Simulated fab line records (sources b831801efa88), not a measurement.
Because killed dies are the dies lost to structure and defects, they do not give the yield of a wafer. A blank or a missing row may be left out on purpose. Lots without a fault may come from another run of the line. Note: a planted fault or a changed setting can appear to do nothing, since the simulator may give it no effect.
fab line records	flow sky130	part 1 of 2: steps 1 to 24 of 32
record lots=5	wafers=15	lastDay=50
route steps=708 shown VIA4@646 METAL5@661
lots with no fault: from the same line, run without faults
startH: hours from the record's first day to the start of the lot's first wafer shown	waitH: how many hours have passed since the lot's step before this one	" identical to the entry in the row above	L1.1+2: a single row standing in for several wafers	- either no value or no given start	* or withheld: withheld	< > ~ a bound
route shown NAME@n: NAME is a module with steps in the file, n the number in the route of the first one	usual: mean/standard deviation taken from wafers without a fault	same: alike in all rows	chamber/n: place in a boat	sites: readings site by site	_std_site: how widely they spread, as a standard deviation	_edge_site: outer sites' mean less inner sites'	radiusMm: how far each site lies from the wafer's centre	mask NAME#n: copy n	behind: the tool/chamber that last shaped the wafer	hold: what put the lot on hold/how long, in hours/how the hold closed	device: the n, p or np transistor that did not switch	end of line: the same wafers' tests at the end of the route	where a step has no rows: the recipe by itself	killed: count of dies lost to structure and defects at first sort (not the wafer's yield)	map: a wafer's dies, x killed, . not, _ none there
set.NAME: the setting the step ran with; set.NAME@STEP: the setting that earlier step ran with	model.NAME: the simulator's own value behind a step, which no gauge read
lots at selected steps of the route; one table per step, one row per wafer
services: from which hour (startH, from the record's first day; less than 0 if before it) a tool's chamber was out of use, for how many hours, and why
## steps
# step SKY_VIA4_SOFTBAKE_07
# recipe tempC=90	timeS=60	resist=NOVOLAK
# usual exhaustPa=44.9/1.1	heaterPowerTotalW=56.59/0.044	plateTempC=89.99/0.11
lot.wafer	tool	chamber	startH	waitH	exhaustPa	heaterPowerTotalW	plateTempC
L074.1	lithoTrack-03	0	1009.19	0.1	43.0	56.59	90.19
L074.2	"	0	"	"	43.3	56.62	89.97
L074.6	"	0	"	"	43.9	56.60	89.87
L086.2	lithoTrack-04	0	1072.73	0.1	45.7	56.53	89.88
L086.3	"	0	"	"	45.7	56.57	90.17
L086.6	"	0	"	"	46.3	56.50	90.08
L094.1	lithoTrack-04	0	1119.86	0.1	45.4	56.63	89.92
L094.3	"	0	"	"	44.7	56.53	89.92
L094.4	"	0	"	"	44.9	56.56	90.00
L096.1	lithoTrack-03	0	1134.19	0.1	43.1	56.59	89.99
L096.2	"	0	"	"	44.7	56.62	90.09
L096.6	"	0	"	"	44.0	56.58	89.97
L095.1	lithoTrack-03	0	1137.49	0.1	44.6	56.64	89.84
L095.3	"	0	"	"	45.2	56.52	89.91
L095.6	"	0	"	"	43.4	56.70	89.95
# step SKY_VIA4_EXPOSE_08
# recipe maskId=VIM4	na=0.6	sourceShape=conventional	sigmaOuter=0.6	polarization=unpolarized	targetCdNm=800	doseMj=132
# usual exposureDoseMJCm2=132.00/0.13
lot.wafer	tool	chamber	startH	waitH	mask	exposureDoseMJCm2
L074.1	ilineStepper-01	0	-	-	VIM4#0	132.08
L074.2	"	0	"	"	VIM4#0	131.98
L074.6	"	0	"	"	VIM4#0	132.09
L086.2	ilineStepper-01	0	-	-	VIM4#0	132.06
L086.3	"	0	"	"	VIM4#0	131.85
L086.6	"	0	"	"	VIM4#0	132.02
L094.1	ilineStepper-02	0	-	-	VIM4#0	132.15
L094.3	"	0	"	"	VIM4#0	132.08
L094.4	"	0	"	"	VIM4#0	131.93
L096.1	ilineStepper-01	0	-	-	VIM4#0	131.93
L096.2	"	0	"	"	VIM4#0	131.88
L096.6	"	0	"	"	VIM4#0	132.03
L095.1	ilineStepper-02	0	-	-	VIM4#0	131.95
L095.3	"	0	"	"	VIM4#0	132.01
L095.6	"	0	"	"	VIM4#0	132.14
# step SKY_VIA4_PEB_09
# recipe tempC=withheld	timeS=*	resist=NOVOLAK
# usual exhaustPa=45.1/0.79
lot.wafer	tool	chamber	startH	waitH	exhaustPa
L074.1	lithoTrack-03	0	-	-	45.5
L074.2	"	0	"	"	45.1
L074.6	"	0	"	"	44.9
L086.2	lithoTrack-04	0	-	-	44.8
L086.3	"	0	"	"	44.5
L086.6	"	0	"	"	44.6
L094.1	lithoTrack-02	0	-	-	44.0
L094.3	"	0	"	"	44.8
L094.4	"	0	"	"	45.2
L096.1	lithoTrack-04	0	-	-	44.5
L096.2	"	0	"	"	45.3
L096.6	"	0	"	"	45.7
L095.1	lithoTrack-03	0	-	-	45.5
L095.3	"	0	"	"	46.3
L095.6	"	0	"	"	46.9
# step SKY_VIA4_DEVELOP_10
# recipe resist=NOVOLAK	developer=TMAH	developTimeS=60	devTempC=23
# usual exhaustPa=44.9/0.81
# same developTimeS=60
lot.wafer	tool	chamber	startH	waitH	exhaustPa
L074.1	lithoTrack-03	0	1020.89	0.1	45.4
L074.2	"	0	"	"	45.5
L074.6	"	0	"	"	44.3
L086.2	lithoTrack-04	0	1082.53	0.1	45.2
L086.3	"	0	"	"	44.8
L086.6	"	0	"	"	44.9
L094.1	lithoTrack-02	0	1129.27	0.1	45.0
L094.3	"	0	"	"	45.2
L094.4	"	0	"	"	44.1
L096.1	lithoTrack-04	0	1143.86	0.1	43.9
L096.2	"	0	"	"	45.6
L096.6	"	0	"	"	45.1
L095.1	lithoTrack-03	0	1146.24	0.1	44.5
L095.3	"	0	"	"	44.3
L095.6	"	0	"	"	44.8
# step SKY_VIA4_OVL_MEAS_11
# usual VIA4_OVL=0.3/1.2
lot.wafer	tool	chamber	startH	waitH	VIA4_OVL[nm]
L074.1	overlay-01	-	1021.04	0.1	-0.8
L074.2	"	-	"	"	-2.8
L074.6	"	-	"	"	-2.3
L086.2	overlay-01	-	1082.66	0.1	0.5
L086.3	"	-	"	"	-0.8
L086.6	"	-	"	"	-0.5
L094.1	overlay-02	-	1129.42	0.1	-0.2
L094.3	"	-	"	"	2.0
L094.4	"	-	"	"	1.6
L096.1	overlay-02	-	1144.01	0.1	0.3
L096.2	"	-	"	"	-0.2
L096.6	"	-	"	"	-0.1
L095.1	overlay-01	-	1146.39	0.1	2.2
L095.3	"	-	"	"	0.4
L095.6	"	-	"	"	0.5
# step SKY_VIA4_ETCH_12
# recipe target=SiO2	chemistry=C4F8/O2/Ar	stopOn=TiN	maskMaterial=NOVOLAK	sourceW=1500	biasW=1200	pressureMtorr=40	c4f8FlowSccm=withheld	O2_flow_sccm=6	Ar_flow_sccm=300	timeS=withheld	targetDepthA=5800
# usual oesProductAu=0.926/0.0049
lot.wafer	tool	chamber	startH	waitH	oesProductAu
L074.1	rieDiel-02	2	1021.07	0.0	0.930
L074.2	"	3	"	"	0.927
L074.6	"	2	"	"	0.932
L086.2	rieDiel-02	1	1082.69	0.0	0.923
L086.3	"	3	"	"	0.929
L086.6	"	1	"	"	0.927
L094.1	rieDiel-03	2	1129.45	0.0	0.928
L094.3	"	1	"	"	0.928
L094.4	"	0	"	"	0.933
L096.1	rieDiel-02	3	1144.04	0.0	0.920
L096.2	"	1	"	"	0.925
L096.6	"	0	"	"	0.929
L095.1	rieDiel-02	0	1146.43	0.0	0.927
L095.3	"	3	"	"	0.920
L095.6	"	0	"	"	0.932
# step SKY_VIA4_STRIP_13
# recipe chemistry=O2/N2	powerW=1400	pressureMtorr=1500	platenTempC=withheld	o2FlowSccm=3000	n2FlowSccm=300	overashFraction=0.5
# usual drypumpMotorCurrentA=5.6/0.47	n2FlowSccm=299.9/0.87	oesProductAu=0.709/0.0037	stripTimeToEndpointS=12.805/0.027
lot.wafer	tool	chamber	startH	waitH	drypumpMotorCurrentA	n2FlowSccm	oesProductAu	rfHoursCounterH	stripTimeToEndpointS
L074.1	plasmaAsher-04	1	1021.15	-	6.0	298.8	0.707	118	12.838
L074.2	"	0	"	"	5.8	299.0	0.716	118	12.771
L074.6	"	1	"	"	5.9	299.5	0.707	-	12.764
L086.2	plasmaAsher-02	0	1082.76	-	4.9	300.8	0.701	65	12.787
L086.3	"	1	"	"	5.4	299.0	0.706	-	12.820
L086.6	"	0	"	"	4.9	300.9	0.713	-	12.830
L094.1	plasmaAsher-01	0	1129.53	-	6.4	299.0	0.715	38	12.812
L094.3	"	1	"	"	5.6	299.9	0.704	-	12.807
L094.4	"	0	"	"	6.4	300.2	0.709	-	12.823
L096.1	plasmaAsher-02	0	1144.11	-	5.0	301.3	0.709	71	12.759
L096.2	"	1	"	"	5.4	299.8	0.706	71	12.786
L096.6	"	1	"	"	5.4	299.8	0.708	-	12.811
L095.1	plasmaAsher-04	0	1146.50	-	5.8	301.5	0.712	8	12.809
L095.3	"	0	"	"	5.8	300.6	0.704	-	12.824
L095.6	"	1	"	"	5.9	299.8	0.713	-	12.783
# step SKY_VIA4_STRIP_14
# recipe chemistry=postEtchResidueRemover	timeS=1200	tempC=72.5
lot.wafer	tool	chamber	startH	waitH
L074.1+2+6	wetBench-01	3	1021.25	0.1
L086.2+3+6	wetBench-01	2	1082.90	0.1
L094.1+3+4	wetBench-04	0	1129.63	0.1
L096.1+2+6	wetBench-04	2	1144.21	0.1
L095.1+3+6	wetBench-04	3	1146.75	0.2
# step SKY_VIA4_CLEAN_15
# recipe chemistry=IPA	timeS=180	tempC=25
lot.wafer	tool	chamber	startH	waitH
L074.1+2+6	wetBench-01	2	1021.59	0.0
L086.2+3+6	wetBench-01	1	1083.24	0.0
L094.1+3+4	wetBench-02	0	1129.97	0.0
L096.1+2+6	wetBench-01	3	1144.59	0.0
L095.1+3+6	wetBench-01	1	1147.12	0.0
# step SKY_VIA4_CLEAN_16
# recipe chemistry=O3/DIW	dry=n2Spin
lot.wafer	tool	chamber	startH	waitH
L074.1+2+6	wetBench-02	0	1021.65	0.0
L086.2+3+6	wetBench-02	2	1083.30	0.0
L094.1+3+4	wetBench-02	3	1130.03	0.0
L096.1+2+6	wetBench-04	1	1144.65	0.0
L095.1+3+6	wetBench-02	1	1147.19	0.0
# step SKY_VIA4_SPUTTER_17
# recipe material=TiN	targetThkNm=20	chamberPressurePa=5	powerW=4000	timeS=80
# usual throttleValvePct=30.6/1.1
lot.wafer	tool	chamber	startH	waitH	throttleValvePct
L074.1	pvdSputter-04	-	1021.74	0.0	30.6
L074.2	"	-	"	"	30.5
L074.6	"	-	"	"	30.3
L086.2	pvdSputter-02	-	1083.39	0.0	32.0
L086.3	"	-	"	"	31.5
L086.6	"	-	"	"	29.0
L094.1	pvdSputter-02	-	1130.12	0.0	29.1
L094.3	"	-	"	"	31.5
L094.4	"	-	"	"	31.6
L096.1	pvdSputter-03	-	1144.75	0.0	30.1
L096.2	"	-	"	"	30.6
L096.6	"	-	"	"	30.2
L095.1	pvdSputter-03	-	1147.29	0.0	30.5
L095.3	"	-	"	"	28.4
L095.6	"	-	"	"	30.6
# step SKY_VIA4_CVD_18
# recipe material=W	targetThkNm=505	timeS=152.14	tempC=400	pressureTorr=40
# usual heaterPowerW=871/97
lot.wafer	tool	chamber	startH	waitH	heaterPowerW
L074.1	cvdW-02	1	1021.80	0.0	771
L074.2	"	0	"	"	895
L074.6	"	0	"	"	883
L086.2	cvdW-01	1	1083.46	0.0	748
L086.3	"	1	"	"	791
L086.6	"	1	"	"	769
L094.1	cvdW-02	0	1130.18	0.0	895
L094.3	"	1	"	"	764
L094.4	"	0	"	"	896
L096.1	cvdW-01	1	1144.81	0.0	776
L096.2	"	0	"	"	1004
L096.6	"	0	"	"	971
L095.1	cvdW-02	0	1147.35	0.0	885
L095.3	"	0	"	"	903
L095.6	"	1	"	"	770
# step SKY_VIA4_RS_MEAS_19
# recipe thkMeasGauge=four-point-probe	reads=W_of_VIA4_CVD_18+TiN_of_VIA4_SPUTTER_17
# usual VIA4_W_RS=0.227/0.0039
lot.wafer	tool	chamber	startH	waitH	VIA4_W_RS[ohm/sq]
L074.1	filmMetro-03	-	1021.95	0.1	0.228
L074.2	"	-	"	"	0.226
L074.6	"	-	"	"	0.226
L086.2	filmMetro-01	-	1083.66	0.1	0.228
L086.3	"	-	"	"	0.225
L086.6	"	-	"	"	0.228
L094.1	filmMetro-01	-	1130.33	0.1	0.232
L094.3	"	-	"	"	0.233
L094.4	"	-	"	"	0.228
L096.1	filmMetro-04	-	1144.96	0.1	0.225
L096.2	"	-	"	"	0.226
L096.6	"	-	"	"	0.224
L095.1	filmMetro-01	-	1147.50	0.1	0.230
L095.3	"	-	"	"	0.231
L095.6	"	-	"	"	0.233
# step SKY_VIA4_THK_MEAS_20
# recipe thkMeasGauge=xrf	reads=W_of_VIA4_CVD_18
# usual VIA4_W_THK=489/8.4
lot.wafer	tool	chamber	startH	waitH	VIA4_W_THK[nm]
L074.1	filmMetro-03	-	1022.07	0.1	482
L074.2	"	-	"	"	486
L074.6	"	-	"	"	482
L086.2	filmMetro-01	-	1083.77	0.1	488
L086.3	"	-	"	"	495
L086.6	"	-	"	"	492
L094.1	filmMetro-01	-	1130.45	0.1	482
L094.3	"	-	"	"	485
L094.4	"	-	"	"	492
L096.1	filmMetro-04	-	1145.08	0.1	489
L096.2	"	-	"	"	489
L096.6	"	-	"	"	495
L095.1	filmMetro-01	-	1147.62	0.1	491
L095.3	"	-	"	"	485
L095.6	"	-	"	"	483
# step SKY_VIA4_CMP_21
# recipe stopOn=SiO2	tOverpolishS=25	downForcePsi=3.5	platenRpm=60	targetThkNm=0	padVelocityMS=0.94248
# usual motorCurrentA=10.3/0.63	overpolishRunS=25.000/0.0091	timeToEndpointS=124/6.9
lot.wafer	tool	chamber	startH	waitH	motorCurrentA	overpolishRunS	timeToEndpointS
L074.2	cmp-02	3	1022.47	0.4	11.0	25.000	134
L074.1	"	2	"	"	10.1	25.004	111
L074.6	"	3	"	"	10.7	24.996	128
L086.2	cmp-01	0	1083.94	0.2	9.2	25.000	117
L086.3	"	2	"	"	9.6	24.992	119
L086.6	"	1	"	"	11.1	25.011	127
L094.4	cmp-01	1	1130.51	0.0	11.1	25.007	128
L094.3	"	2	"	"	9.4	25.008	125
L094.1	"	3	"	"	9.8	24.991	127
L096.2	cmp-01	1	1145.38	0.3	10.9	25.010	135
L096.1	"	0	"	"	9.5	25.003	129
L096.6	"	1	"	"	11.3	25.001	135
L095.1	cmp-01	1	1148.26	0.6	11.0	25.012	132
L095.3	"	3	"	"	9.6	25.001	129
L095.6	"	2	"	"	9.5	24.989	126
# step SKY_METAL5_SPUTTER_00
# recipe material=Ti	targetThkNm=15	powerW=3000	timeS=10	chamberPressurePa=0.4
# usual throttleValvePct=30.3/1
lot.wafer	tool	chamber	startH	waitH	throttleValvePct
L074.1	pvdSputter-01	-	1022.77	0.1	30.4
L074.2	"	-	"	"	31.0
L074.6	"	-	"	"	30.3
L086.2	pvdSputter-02	-	1084.24	0.2	31.3
L086.3	"	-	"	"	29.2
L086.6	"	-	"	"	29.1
L094.1	pvdSputter-03	-	1130.81	0.1	30.4
L094.3	"	-	"	"	30.1
L094.4	"	-	"	"	28.6
L096.1	pvdSputter-02	-	1145.68	0.1	29.5
L096.2	"	-	"	"	31.5
L096.6	"	-	"	"	31.4
L095.1	pvdSputter-01	-	1148.56	0.2	29.3
L095.3	"	-	"	"	30.6
L095.6	"	-	"	"	30.4
# step SKY_METAL5_SPUTTER_01
# recipe material=TiN	targetThkNm=20	powerW=6500	timeS=16.7	chamberPressurePa=0.4
# usual throttleValvePct=30.3/0.99
lot.wafer	tool	chamber	startH	waitH	throttleValvePct
L074.1	pvdSputter-01	-	1022.79	0.0	30.8
L074.2	"	-	"	"	30.8
L074.6	"	-	"	"	30.3
L086.2	pvdSputter-02	-	1084.26	0.0	31.5
L086.3	"	-	"	"	29.4
L086.6	"	-	"	"	29.2
L094.1	pvdSputter-03	-	1130.83	0.0	30.7
L094.3	"	-	"	"	30.2
L094.4	"	-	"	"	28.3
L096.1	pvdSputter-02	-	1145.70	0.0	28.9
L096.2	"	-	"	"	31.7
L096.6	"	-	"	"	31.4
L095.1	pvdSputter-01	-	1148.58	0.0	29.2
L095.3	"	-	"	"	30.4
L095.6	"	-	"	"	30.5
# step SKY_METAL5_SPUTTER_02
# recipe material=AlCu	targetThkNm=1150	powerW=10600	timeS=61.2	chamberPressurePa=0.4
# usual throttleValvePct=30.2/1
lot.wafer	tool	chamber	startH	waitH	throttleValvePct
L074.1	pvdSputter-01	-	1022.82	0.0	30.8
L074.2	"	-	"	"	30.6
L074.6	"	-	"	"	30.5
L086.2	pvdSputter-02	-	1084.28	0.0	31.5
L086.3	"	-	"	"	29.1
L086.6	"	-	"	"	29.2
L094.1	pvdSputter-03	-	1130.86	0.0	30.9
L094.3	"	-	"	"	30.1
L094.4	"	-	"	"	28.5
L096.1	pvdSputter-02	-	1145.73	0.0	29.3
L096.2	"	-	"	"	31.9
L096.6	"	-	"	"	31.5
L095.1	pvdSputter-01	-	1148.61	0.0	29.3
L095.3	"	-	"	"	30.8
L095.6	"	-	"	"	30.2
# step SKY_METAL5_SPUTTER_03
# recipe material=Ti	targetThkNm=5	powerW=3000	timeS=3.3	chamberPressurePa=0.4
# usual throttleValvePct=30.2/1
lot.wafer	tool	chamber	startH	waitH	throttleValvePct
L074.1	pvdSputter-01	-	1022.87	0.0	30.8
L074.2	"	-	"	"	30.9
L074.6	"	-	"	"	30.1
L086.2	pvdSputter-02	-	1084.33	0.0	31.2
L086.3	"	-	"	"	29.1
L086.6	"	-	"	"	29.2
L094.1	pvdSputter-03	-	1130.91	0.0	30.6
L094.3	"	-	"	"	30.4
L094.4	"	-	"	"	28.5
L096.1	pvdSputter-02	-	1145.78	0.0	29.3
L096.2	"	-	"	"	31.9
L096.6	"	-	"	"	31.3
L095.1	pvdSputter-01	-	1148.66	0.0	28.7
L095.3	"	-	"	"	30.8
L095.6	"	-	"	"	30.3
# step SKY_METAL5_SPUTTER_04
# recipe material=TiN	targetThkNm=70	powerW=6500	timeS=58.3	chamberPressurePa=0.4
# usual throttleValvePct=30.3/0.98
lot.wafer	tool	chamber	startH	waitH	throttleValvePct
L074.1	pvdSputter-01	-	1022.89	0.0	30.8
L074.2	"	-	"	"	30.8
L074.6	"	-	"	"	30.0
L086.2	pvdSputter-02	-	1084.35	0.0	31.4
L086.3	"	-	"	"	29.2
L086.6	"	-	"	"	29.0
L094.1	pvdSputter-03	-	1130.93	0.0	30.6
L094.3	"	-	"	"	30.3
L094.4	"	-	"	"	28.4
L096.1	pvdSputter-02	-	1145.80	0.0	29.0
L096.2	"	-	"	"	31.9
L096.6	"	-	"	"	31.3
L095.1	pvdSputter-01	-	1148.67	0.0	29.4
L095.3	"	-	"	"	30.9
L095.6	"	-	"	"	30.2
# step SKY_METAL5_RS_MEAS_05
# recipe thkMeasGauge=four-point-probe	reads=TiN_of_METAL5_SPUTTER_04+Ti_of_METAL5_SPUTTER_03+AlCu_of_METAL5_SPUTTER_02+TiN_of_METAL5_SPUTTER_01+Ti_of_METAL5_SPUTTER_00
# usual METAL5_ALCU_RS=0.02704/0.00024
lot.wafer	tool	chamber	startH	waitH	METAL5_ALCU_RS[ohm/sq]
L074.1	filmMetro-02	-	1022.93	0.0	0.0267
L074.2	"	-	"	"	0.02664
L074.6	"	-	"	"	0.02671
L086.2	filmMetro-04	-	1084.42	0.0	0.02689
L086.3	"	-	"	"	0.02701
L086.6	"	-	"	"	0.02707
L094.1	filmMetro-02	-	1130.98	0.0	0.02717
L094.3	"	-	"	"	0.02721
L094.4	"	-	"	"	0.02694
L096.1	filmMetro-02	-	1145.85	0.0	0.02699
L096.2	"	-	"	"	0.02678
L096.6	"	-	"	"	0.02685
L095.1	filmMetro-04	-	1148.72	0.0	0.02717
L095.3	"	-	"	"	0.02668
L095.6	"	-	"	"	0.02719
# step SKY_METAL5_THK_MEAS_06
# recipe thkMeasGauge=xrf	reads=AlCu_of_METAL5_SPUTTER_02
# usual METAL5_ALCU_THK=1143/12
lot.wafer	tool	chamber	startH	waitH	METAL5_ALCU_THK[nm]
L074.1	filmMetro-02	-	1023.05	0.1	1163
L074.2	"	-	"	"	1166
L074.6	"	-	"	"	1160
L086.2	filmMetro-04	-	1084.53	0.1	1152
L086.3	"	-	"	"	1151
L086.6	"	-	"	"	1149
L094.1	filmMetro-02	-	1131.10	0.1	1141
L094.3	"	-	"	"	1142
L094.4	"	-	"	"	1146
L096.1	filmMetro-02	-	1145.97	0.1	1150
L096.2	"	-	"	"	1155
L096.6	"	-	"	"	1153
L095.1	filmMetro-04	-	1148.84	0.1	1146
L095.3	"	-	"	"	1158
L095.6	"	-	"	"	1142
# step SKY_METAL5_DEHYDRATE_07
# recipe tempC=200	timeS=60
# usual exhaustPa=45.1/0.89	heaterPowerTotalW=160.37/0.13	plateTempC=199.98/0.18
lot.wafer	tool	chamber	startH	waitH	exhaustPa	heaterPowerTotalW	plateTempC
L074.1	lithoTrack-03	0	1033.89	10.8	45.0	160.59	200.02
L074.2	"	0	"	"	45.9	160.38	199.86
L074.6	"	0	"	"	45.5	160.53	199.98
L086.2	lithoTrack-01	0	1095.11	10.6	45.8	160.17	199.76
L086.3	"	0	"	"	44.8	160.58	199.95
L086.6	"	0	"	"	45.6	160.57	200.10
L094.1	lithoTrack-03	0	1140.64	9.5	44.7	160.33	199.80
L094.3	"	0	"	"	45.6	160.30	199.96
L094.4	"	0	"	"	44.9	160.30	199.75
L096.1	lithoTrack-01	0	1154.18	8.2	44.3	160.33	200.01
L096.2	"	0	"	"	45.1	160.28	199.78
L096.6	"	0	"	"	44.0	160.45	199.89
L095.1	lithoTrack-03	0	1156.99	8.1	45.4	160.50	199.98
L095.3	"	0	"	"	44.4	160.32	200.08
L095.6	"	0	"	"	45.4	160.33	199.98
# step SKY_METAL5_HMDS_08
# recipe primeTimeS=60	primeTempC=120
# usual exhaustPa=45.2/0.92	primeTempC=120.00/0.13
lot.wafer	tool	chamber	startH	waitH	exhaustPa	primeTempC
L074.1	lithoTrack-03	0	1034.04	0.1	44.8	119.98
L074.2	"	0	"	"	44.1	119.98
L074.6	"	0	"	"	43.7	119.89
L086.2	lithoTrack-01	0	1095.26	0.1	45.7	119.93
L086.3	"	0	"	"	44.9	120.15
L086.6	"	0	"	"	43.9	120.11
L094.1	lithoTrack-03	0	1140.79	0.1	46.2	119.93
L094.3	"	0	"	"	46.2	119.82
L094.4	"	0	"	"	44.7	119.87
L096.1	lithoTrack-01	0	1154.33	0.1	44.3	119.97
L096.2	"	0	"	"	44.8	119.73
L096.6	"	0	"	"	44.1	120.00
L095.1	lithoTrack-03	0	1157.14	0.1	44.4	120.23
L095.3	"	0	"	"	44.1	120.33
L095.6	"	0	"	"	43.5	120.22
